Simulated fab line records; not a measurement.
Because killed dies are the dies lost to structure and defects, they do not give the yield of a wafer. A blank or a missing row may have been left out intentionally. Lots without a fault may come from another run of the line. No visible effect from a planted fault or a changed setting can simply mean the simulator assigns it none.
Shared-tool check :: flow gf180mcu :: 14 lots, 42 wafers sampled

== REASON IT WAS OPENED ==
Flagged at GF_HV_LDD_CD_MEAS_19: reading cd nm, on 3 of 14 lots. Fault-free wafers read 399.5 nm, with a standard deviation of 1.9.
Rule: a lot gets a flag if all its wafers with a number sit over 4 standard deviations from that mean, or if no wafer of it has a number. The rest of the lots are taken to be sound.

lot: L928
measured: day 10 22:35
on: cd sem-02
cd nm (nm), wafer by wafer: 400.6 396.5 395.3
flag: 

lot: L929
measured: day 11 05:40
on: cd sem-01
cd nm (nm), wafer by wafer: 402.3 404.1 402.9
flag: 

lot: L931
measured: day 11 20:28
on: cd sem-02
cd nm (nm), wafer by wafer: 401.2 402.0 400.7
flag: 

lot: L932
measured: day 11 23:37
on: cd sem-01
cd nm (nm), wafer by wafer: 366.3 367.5 365.7
flag: FLAGGED

lot: L933
measured: day 12 04:10
on: cd sem-01
cd nm (nm), wafer by wafer: 370.6 372.7 372.3
flag: FLAGGED

lot: L934
measured: day 12 10:46
on: cd sem-02
cd nm (nm), wafer by wafer: 397.0 400.3 398.7
flag: 

lot: L935
measured: day 12 18:35
on: cd sem-01
cd nm (nm), wafer by wafer: 368.2 368.9 369.6
flag: FLAGGED

lot: L936
measured: day 13 07:23
on: cd sem-01
cd nm (nm), wafer by wafer: 399.6 400.0 398.8
flag: 

lot: L937
measured: day 13 10:09
on: cd sem-01
cd nm (nm), wafer by wafer: 400.9 398.6 401.1
flag: 

lot: L943
measured: day 15 07:45
on: cd sem-01
cd nm (nm), wafer by wafer: 400.7 398.1 399.1
flag: 

lot: L945
measured: day 15 22:19
on: cd sem-02
cd nm (nm), wafer by wafer: 400.3 399.9 400.0
flag: 

lot: L948
measured: day 17 00:05
on: cd sem-02
cd nm (nm), wafer by wafer: 399.6 400.5 398.9
flag: 

lot: L950
measured: day 17 17:08
on: cd sem-01
cd nm (nm), wafer by wafer: 399.8 402.4 401.6
flag: 

lot: L951
measured: day 18 07:49
on: cd sem-02
cd nm (nm), wafer by wafer: 397.5 401.0 399.8
flag: 
Average over the flagged lots: 369.1 nm; offset from the usual -30.4 nm, equal to -16 standard deviations.

== WHICH TOOL EACH LOT WENT THROUGH ==
The record holds 1 process step before the reading, out of a route of 602 steps. Read each cell as the tool, then ch plus the chambers that the sampled wafers visited, then the start.
lot: L928
flag: 
GF_HV_LDD_DEVELOP_18: litho track-04 ch 0, day 10 22:26

lot: L929
flag: 
GF_HV_LDD_DEVELOP_18: litho track-01 ch 0, day 11 05:32

lot: L931
flag: 
GF_HV_LDD_DEVELOP_18: litho track-02 ch 0, day 11 20:19

lot: L932
flag: FLAGGED
GF_HV_LDD_DEVELOP_18: litho track-02 ch 0, day 11 23:28

lot: L933
flag: FLAGGED
GF_HV_LDD_DEVELOP_18: litho track-02 ch 0, day 12 04:01

lot: L934
flag: 
GF_HV_LDD_DEVELOP_18: litho track-04 ch 0, day 12 10:38

lot: L935
flag: FLAGGED
GF_HV_LDD_DEVELOP_18: litho track-02 ch 0, day 12 18:26

lot: L936
flag: 
GF_HV_LDD_DEVELOP_18: litho track-01 ch 0, day 13 07:15

lot: L937
flag: 
GF_HV_LDD_DEVELOP_18: litho track-04 ch 0, day 13 10:01

lot: L943
flag: 
GF_HV_LDD_DEVELOP_18: litho track-01 ch 0, day 15 07:36

lot: L945
flag: 
GF_HV_LDD_DEVELOP_18: litho track-04 ch 0, day 15 22:11

lot: L948
flag: 
GF_HV_LDD_DEVELOP_18: litho track-04 ch 0, day 16 23:56

lot: L950
flag: 
GF_HV_LDD_DEVELOP_18: litho track-02 ch 0, day 17 16:59

lot: L951
flag: 
GF_HV_LDD_DEVELOP_18: litho track-02 ch 0, day 18 07:40
What is done by these steps:
- GF_HV_LDD_DEVELOP_18: develop time 60 s.
- GF_HV_LDD_CD_MEAS_19: target cd 400 nm.

== FLAGGED AGAINST TOTAL, ONE TOOL AT A TIME (gauges that did the reading follow at the end) ==
step: GF_HV_LDD_DEVELOP_18
tool: litho track-01
lots run: 3
flagged: 0
share of the flagged lots: none
sound lots run after its first flagged lot: -

step: GF_HV_LDD_DEVELOP_18
tool: litho track-02
lots run: 6
flagged: 3
share of the flagged lots: all
sound lots run after its first flagged lot: 2 (L950,L951)

step: GF_HV_LDD_DEVELOP_18
tool: litho track-04
lots run: 5
flagged: 0
share of the flagged lots: none
sound lots run after its first flagged lot: -

step: GF_HV_LDD_CD_MEAS_19
tool: cd sem-01
lots run: 8
flagged: 3
share of the flagged lots: all
sound lots run after its first flagged lot: 4 (L936,L937,L943,L950)

step: GF_HV_LDD_CD_MEAS_19
tool: cd sem-02
lots run: 6
flagged: 0
share of the flagged lots: none
sound lots run after its first flagged lot: -

== WHAT THE TABLE ALLOWS ==
litho track-02 at GF_HV_LDD_DEVELOP_18 and cd sem-01 at GF_HV_LDD_CD_MEAS_19 are the 2 rows of the table that ran each flagged lot.
- litho track-02 at GF_HV_LDD_DEVELOP_18: 3 of its 6 lots flagged. After the first flagged lot (L950, L951), sound lots still ran on it; a lasting fault on the whole tool would not permit that.
- cd sem-01 at GF_HV_LDD_CD_MEAS_19: 3 of its 8 lots flagged. After the first flagged lot (L936, L937, L943, L950), sound lots still ran on it; a lasting fault on the whole tool would not permit that.
None of the table's rows ran every flagged lot and, after the first, no sound lot.

== WHAT HAD BEEN PUT IN BY THE SIMULATOR ==
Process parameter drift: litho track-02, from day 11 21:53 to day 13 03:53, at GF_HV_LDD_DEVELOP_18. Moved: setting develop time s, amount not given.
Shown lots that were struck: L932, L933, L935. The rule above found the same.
